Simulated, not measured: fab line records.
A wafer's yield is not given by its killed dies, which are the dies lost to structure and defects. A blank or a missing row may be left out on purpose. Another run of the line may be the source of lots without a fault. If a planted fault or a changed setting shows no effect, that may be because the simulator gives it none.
Comparing a struck lot with a sound one -- flow gf180mcu -- 17 steps out of a route of 602
Sound: the wafers L315.3, L315.4, L315.5. Wafers L331.4, L331.5, L331.6 were the ones struck. Last of all comes the cause.
For every step that has rows: the tool of each side, followed by ch and its chambers, followed by its first start. Under that, the readings that differ: sound wafers -- struck wafers -- difference of the means -- sigmas: that difference in standard deviations of wafers without a fault.
alike: readings with means less than 2 such deviations apart, plus words and numbers identical on both sides. not compared: withheld readings, readings lacking a value on some wafer, bounds such as >300 that could conceal the same value, and numbers that have no deviation in the record and whose values overlap.
The two part at a step that has a row with sigmas, a row that says differs or no value, or rows on one side only. Non-overlapping numbers with no deviation appear without sigmas and do not part them. A reading that every wafer of one side lacks parts them only if that side has two wafers or more.

first, 3 steps without rows for these wafers: GF_MVPSD_EXPOSE_04 (exposes mask MVPSD, target cd 1000 nm); GF_MVPSD_PEB_05; GF_MVPSD_DEVELOP_06 (develop time 60 s).
GF_MVPSD_OVL_MEAS_07:
  sound on overlay-01, day 4 23:25; struck on overlay-01, day 9 03:52
  alike: MVPSD_OVL
then, 2 steps without rows for these wafers: GF_MVPSD_IMPLANT_08; GF_MVPSD_IMPLANT_09.
GF_MVPSD_STRIP_10: strips in O2/N2.
  sound on plasma asher-04 ch 0,1, day 4 23:46; struck on plasma asher-03 ch 0,1, day 9 04:13
  alike: drypump motor current A, heater power w, oes product au, platen temp c, strip time to endpoint s
  not compared: rf hours counter h
GF_MVPSD_TW_MEAS_11:
  sound on film metro-02, day 4 23:51; struck on film metro-03, day 9 04:19
reading,sound,struck,difference,sigmas
MVPSD_TW,559.3 560.7 559.4,553.0 556.0 553.7,-5.6,-2
then, 4 steps without rows for these wafers: GF_VT_IMPLANT_DEHYDRATE_00 (time 60 s); GF_VT_IMPLANT_HMDS_01 (prime time 60 s); GF_VT_IMPLANT_COAT_02 (resist thk 1000 nm); GF_VT_IMPLANT_SOFTBAKE_03 (time 60 s).
GF_VT_IMPLANT_EXPOSE_04: exposes mask LVPWELL LV AREA, target cd 600 nm.
  sound on iline stepper-01 ch 0, day 5 07:29; struck on iline stepper-01 ch 0, day 9 13:28
reading,sound,struck,difference,sigmas
model.VT_IMPLANT.overlay x nm (nm),0.3419 0.3419 0.3419,81.75 81.75 81.75,+81.41,
  alike: mask
then, 2 steps without rows for these wafers: GF_VT_IMPLANT_PEB_05; GF_VT_IMPLANT_DEVELOP_06 (develop time 60 s).
GF_VT_IMPLANT_OVL_MEAS_07:
  sound on overlay-02, day 5 14:05; struck on overlay-01, day 9 22:02
reading,sound,struck,difference,sigmas
VT_IMPLANT_OVL (nm),1.3 1.7 0.5,80.6 80.9 81.8,+79.9,+53
  not compared: hold
GF_PASSIVATION_PROBE_99:
  the record has rows for the sound wafers here (prober-02, day 29 01:15) and none for the struck ones

WHERE THEY PART
Last at GF_PASSIVATION_PROBE_99 as far as this record goes, first at GF_MVPSD_TW_MEAS_11.

WHY: what the simulator had put in
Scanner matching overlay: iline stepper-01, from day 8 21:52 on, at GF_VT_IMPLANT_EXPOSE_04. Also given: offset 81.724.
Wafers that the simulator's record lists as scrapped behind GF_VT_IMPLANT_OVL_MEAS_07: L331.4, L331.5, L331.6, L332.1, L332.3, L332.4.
